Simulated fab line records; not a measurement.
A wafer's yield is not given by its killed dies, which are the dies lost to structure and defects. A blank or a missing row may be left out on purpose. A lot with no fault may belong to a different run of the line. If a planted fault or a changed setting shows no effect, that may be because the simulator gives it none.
A lot that was struck, set against a sound lot + flow gf180mcu + 39 steps out of a route of 602
Sound: the wafers L559.2, L559.3, L559.4. Struck: wafer L572.2 (left out: L572.4, L572.6 of the same lot, which were not struck); the cause appears at the end.
Each step with rows lists, per side, the tool, then ch with its chambers, then its first start. Under that, the readings that differ: sound wafers + struck wafers + difference of the means + sigmas: that difference in standard deviations of wafers without a fault.
alike: same words and numbers on both sides, and readings whose means sit less than 2 such deviations apart. not compared: any withheld reading, any reading some wafer has no value for, any bound like >300 that may hide the same value, and any number with overlapping values for which the record gives no deviation.
The two part at a step that has a row with sigmas, a row that says differs or no value, or rows on one side only. Numbers that don't overlap but have no deviation are shown without sigmas and don't part them. A reading that every wafer of one side lacks parts them only if that side has two wafers or more.

first, 4 steps without rows for these wafers: GF_M2_SOFTBAKE_10 (time 60 s); GF_M2_EXPOSE_11 (exposes mask Metal2, target cd 280 nm); GF_M2_PEB_12 (peb time 90 s); GF_M2_DEVELOP_13 (develop time 60 s).
GF_M2_CD_MEAS_14: target cd 280 nm.
  sound: cdSem-01 at day 19 16:13; struck: cdSem-02 at day 24 05:22
  alike: cdNm
GF_M2_OVL_MEAS_15:
  sound: overlay-02 at day 19 16:19; struck: overlay-01 at day 24 05:28
  alike: M2_OVL
then, 1 step without rows for these wafers: GF_M2_METAL_ETCH_16 (etches the open film in Cl2/BCl3, stops on SiO2, target depth 750.8 nm, time 125.1 s).
GF_M2_STRIP_17: strips in O2/N2.
  sound on plasmaAsher-02 ch 0,1, day 19 16:29; struck on plasmaAsher-01 ch 1, day 24 05:46
  alike: drypumpMotorCurrentA, heaterPowerW, oesProductAu, stripTimeToEndpointS
  not compared: rfHoursCounterH
then, 3 steps without rows for these wafers: GF_M2_STRIP_18 (strips in post etch residue remover, time 1200 s); GF_M2_CLEAN_19 (cleans in DIW); GF_V2_CVD_00 (deposits SiO2, target thk 600 nm, time 100 s).
GF_V2_THK_MEAS_01:
  sound: filmMetro-02 at day 19 17:08; struck: filmMetro-04 at day 24 06:22
  alike: V2_CVD_00_THK
GF_V2_CVD_02: deposits SiO2 from TEOS, target thk 850 nm, time 94.851 s.
  sound on pecvd-04 ch 0,1, day 19 17:11; struck on pecvd-04 ch 2, day 24 06:25
| reading                            | sound             | struck | difference | sigmas |
|------------------------------------|-------------------|--------|------------|--------|
| model.SiO2_of_V2_CVD_02.thkNm (nm) | 834.8 844.8 855.9 | 330.3  | -514.9     |        |
  alike: heaterPowerW
GF_V2_THK_MEAS_03:
  sound: filmMetro-01 at day 19 17:16; struck: filmMetro-02 at day 24 06:30
| reading            | sound       | struck | difference | sigmas |
|--------------------|-------------|--------|------------|--------|
| V2_CVD_02_THK (nm) | 834 845 855 | 330    | -515       | -43    |
GF_V2_CMP_04: polishes SiO2.
  sound on cmp-01 ch 0,1,3, day 19 17:19; struck on cmp-02 ch 0, day 24 06:33
| reading                   | sound             | struck | difference | sigmas |
|---------------------------|-------------------|--------|------------|--------|
| retainingRingPressureFrac | 0.993 0.998 0.993 | 1.009  | +0.014     | +3     |
| timeToEndpointS (s)       | 70 69 83          | 16     | -58        | -9     |
  alike: motorCurrentA
GF_V2_BOW_MEAS_05:
  sound: filmMetro-02 at day 19 17:38; struck: filmMetro-04 at day 24 06:52
  alike: V2_BOW
then, 8 steps without rows for these wafers: GF_V2_DEHYDRATE_06 (time 60 s); GF_V2_HMDS_07 (prime time 60 s); GF_V2_COAT_08; GF_V2_COAT_09 (resist thk 990.2 nm); GF_V2_SOFTBAKE_10 (time 60 s); GF_V2_EXPOSE_11 (exposes mask Via2, target cd 260 nm); GF_V2_PEB_12 (peb time 90 s); GF_V2_DEVELOP_13 (develop time 60 s).
GF_V2_CD_MEAS_14: target cd 260 nm.
  sound: cdSem-02 at day 20 18:19; struck: cdSem-01 at day 25 04:37
  alike: cdNm
GF_V2_OVL_MEAS_15:
  sound: overlay-01 at day 20 18:25; struck: overlay-01 at day 25 04:43
  alike: V2_OVL
GF_V2_ETCH_16: etches BARC in N2/H2.
  sound on rieDiel-03 ch 1,2,3, day 20 18:27; struck on rieDiel-01 ch 1, day 25 04:45
  alike: drypumpMotorCurrentA, oesProductAu, throttleValvePct
GF_V2_ETCH_17: etches SiO2 in C4F8/O2/Ar, stops on TiN, target depth 630 nm.
  sound: rieDiel-03 ch 1,2,3; struck: rieDiel-01 ch 1
| reading                      | sound             | struck | difference | sigmas |
|------------------------------|-------------------|--------|------------|--------|
| oesProductAu (a.u.)          | 0.854 0.851 0.852 | 0.628  | -0.224     | -52    |
| model.V2.featureDepthNm (nm) | 631.7 629.5 631.9 | 330.3  | -300.7     |        |
| model.etch.depthNm (nm)      | 631.7 629.5 631.9 | 330.3  | -300.7     |        |
GF_V2_STRIP_18: strips in O2/N2.
  sound on plasmaAsher-04 ch 0,1, day 20 18:35; struck on plasmaAsher-01 ch 0, day 25 04:53
  alike: drypumpMotorCurrentA, heaterPowerW, oesProductAu
  not compared: rfHoursCounterH
then, 2 steps without rows for these wafers: GF_V2_STRIP_19 (strips in post etch residue remover, time 1200 s); GF_V2_CLEAN_20 (cleans in DIW).
GF_V2_SPUTTER_21: material Ti, target thk 15 nm, time 80.02 s.
  sound: pvdSputter-02 at day 20 19:07; struck: pvdSputter-01 at day 25 05:25
  alike: substrateTempC, throttleValvePct
then, 1 step without rows for these wafers: GF_V2_SPUTTER_22 (material TiN, target thk 10 nm, time 40 s).
GF_V2_CVD_23: deposits W, target thk 350 nm, time 104.94 s.
  sound on cvdW-02 ch 0, day 20 19:15; struck on cvdW-01 ch 0, day 25 05:31
  alike: heaterPowerW
GF_V2_RS_MEAS_24: uses a four-point probe to measure.
  sound: filmMetro-01 at day 20 19:28; struck: filmMetro-04 at day 25 05:39
  alike: V2_W_RS
GF_V2_THK_MEAS_25: measures by xrf.
  sound: filmMetro-01 at day 20 19:34; struck: filmMetro-04 at day 25 05:46
| reading       | sound       | struck | difference | sigmas |
|---------------|-------------|--------|------------|--------|
| V2_W_THK (nm) | 351 350 347 | 360    | +11        | +2     |
GF_V2_CMP_26: polishes, stops on SiO2, t overpolish 15 s, target thk 0 nm.
  sound on cmp-02 ch 0,1,3, day 20 20:23; struck on cmp-01 ch 2, day 25 05:55
| reading                            | sound             | struck | difference | sigmas |
|------------------------------------|-------------------|--------|------------|--------|
| model.SiO2_of_V2_CVD_02.thkNm (nm) | 627.9 625.7 628.1 | 326.5  | -300.7     |        |
  alike: motorCurrentA, overpolishRunS, retainingRingPressureFrac, timeToEndpointS
then, 1 step without rows for these wafers: GF_M3_SPUTTER_00 (material Ti, target thk 37.5 nm, time 150 s).
-- the record jumps here: 8 days lie between the struck wafers' starts before and after (it left off in module M3 and takes up again in module PASSIVATION, whose first step shown is number 602 of the route) --
GF_PASSIVATION_PROBE_99:
  sound: prober-01 at day 29 10:53; struck: prober-02 at day 32 20:38
| reading                           | sound                | struck | difference | sigmas |
|-----------------------------------|----------------------|--------|------------|--------|
| model.etest.met3Comb.leakLog10AUm | -12.34 -12.15 -11.98 | -7.143 | +5.014     |        |
| model.etest.via2Chain.rcOhm       | 6.636 6.394 6.467    | 5.615  | -0.884     |        |

## WHERE THEY PART
Last at GF_V2_THK_MEAS_25 as far as this record goes, first at GF_V2_THK_MEAS_03. Later steps at which nothing parts them and some readings are alike: GF_V2_CMP_26.

WHY: the cause the simulator had injected
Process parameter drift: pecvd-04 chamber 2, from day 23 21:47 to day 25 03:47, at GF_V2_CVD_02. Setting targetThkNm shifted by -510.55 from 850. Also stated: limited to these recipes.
